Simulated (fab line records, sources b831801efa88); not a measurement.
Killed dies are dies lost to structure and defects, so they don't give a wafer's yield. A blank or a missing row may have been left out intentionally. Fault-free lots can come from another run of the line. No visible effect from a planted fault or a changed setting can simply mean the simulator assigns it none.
A struck lot beside a sound one | flow gf180mcu | 18 out of 602 route steps
Sound: wafers L822.1, L822.4, L822.6. The struck wafers were L817.1, L817.2, L817.3. The cause is given at the end.
At each step with rows: each side's tool, then ch and its chambers, then its first start. Under that, the readings that differ: sound wafers | struck wafers | difference of the means | sigmas: that difference in standard deviations of wafers without a fault.
alike: same words and numbers on both sides, and readings whose means sit less than 2 such deviations apart. not compared: any withheld reading, any reading some wafer has no value for, any bound like >300 that may hide the same value, and any number with overlapping values for which the record gives no deviation.
Wherever a step has rows on one side only, a row that says differs or no value, or a row with sigmas, the two part there. Numbers that don't overlap but have no deviation are shown without sigmas and don't part them. Lack of a reading on every wafer of one side parts them only where that side has two or more wafers.

first, 1 step without rows for these wafers: GF_CONTACT_CMP_27 (polishes, stops on SiO2, t overpolish 15 s, target thk 0 nm).
GF_M1_SPUTTER_00: material Ti, target thk 37.5 nm, time 150 s.
  sound on pvd sputter-04 at day 23 04:36; struck on pvd sputter-03 at day 21 18:08
  alike: throttle valve pct
GF_M1_SPUTTER_01: material TiN, target thk 30 nm, time 25 s.
  sound on pvd sputter-04 at day 23 04:42; struck on pvd sputter-03 at day 21 18:14
  alike: throttle valve pct
GF_M1_SPUTTER_02: material AlCu, target thk 450 nm, time 23.9 s.
  sound on pvd sputter-04 at day 23 04:44; struck on pvd sputter-03 at day 21 18:16
  alike: throttle valve pct
GF_M1_SPUTTER_03: material Ti, target thk 10 nm, time 6.7 s.
  sound on pvd sputter-04 at day 23 04:46; struck on pvd sputter-03 at day 21 18:18
  alike: throttle valve pct
GF_M1_SPUTTER_04: material TiN, target thk 50 nm, time 41.7 s.
  sound on pvd sputter-04 at day 23 04:47; struck on pvd sputter-03 at day 21 18:19
  alike: throttle valve pct
GF_M1_RS_MEAS_05: a four-point-probe measurement.
  sound on film metro-01 at day 23 04:49; struck on film metro-01 at day 21 18:22
  alike: M1_ALCU_RS
GF_M1_THK_MEAS_06: measures by xrf.
  sound on film metro-01 at day 23 04:56; struck on film metro-01 at day 21 18:29
  alike: M1_ALCU_THK
then, 4 steps without rows for these wafers: GF_M1_DEHYDRATE_07 (time 60 s); GF_M1_HMDS_08 (prime time 60 s); GF_M1_COAT_09 (resist thk 1000 nm); GF_M1_SOFTBAKE_10 (time 60 s).
GF_M1_EXPOSE_11: exposes mask Metal1, target cd 230 nm.
  sound on krf scanner-01 ch 0, day 23 16:44; struck on krf scanner-02 ch 0, day 22 06:04
  reading              | sound             | struck            | difference | sigmas
  exposure dose mJ cm2 | 27.93 27.95 27.97 | 27.24 27.23 27.25 | -0.71      | -22
  alike: mask
then, 2 steps without rows for these wafers: GF_M1_PEB_12 (peb time 90 s); GF_M1_DEVELOP_13 (develop time 60 s).
GF_M1_CD_MEAS_14 targets a cd of 230 nm.
  sound on cd sem-02 at day 24 03:45; struck on cd sem-02 at day 22 17:48
  reading    | sound             | struck            | difference | sigmas
  cd nm (nm) | 228.1 228.0 228.0 | 234.1 234.6 233.6 | +6.1       | +6
GF_M1_OVL_MEAS_15:
  sound on overlay-02 at day 24 03:52; struck on overlay-02 at day 22 17:55
  alike: M1_OVL
-- the record jumps here: 11 days lie between the struck wafers' starts before and after (it left off in module M1 and takes up again in module PASSIVATION, whose first step shown is number 602 of the route) --
GF_PASSIVATION_PROBE_99:
  only the struck wafers here have rows in the record (prober-02, day 33 07:01); the sound ones have none

WHERE THEY PART
First at GF_M1_EXPOSE_11; last, within this record, at GF_PASSIVATION_PROBE_99.

WHY: the cause the simulator had injected
Process parameters drifting: krf scanner-02 at GF_M1_EXPOSE_11, beginning at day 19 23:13. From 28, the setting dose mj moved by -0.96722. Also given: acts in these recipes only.
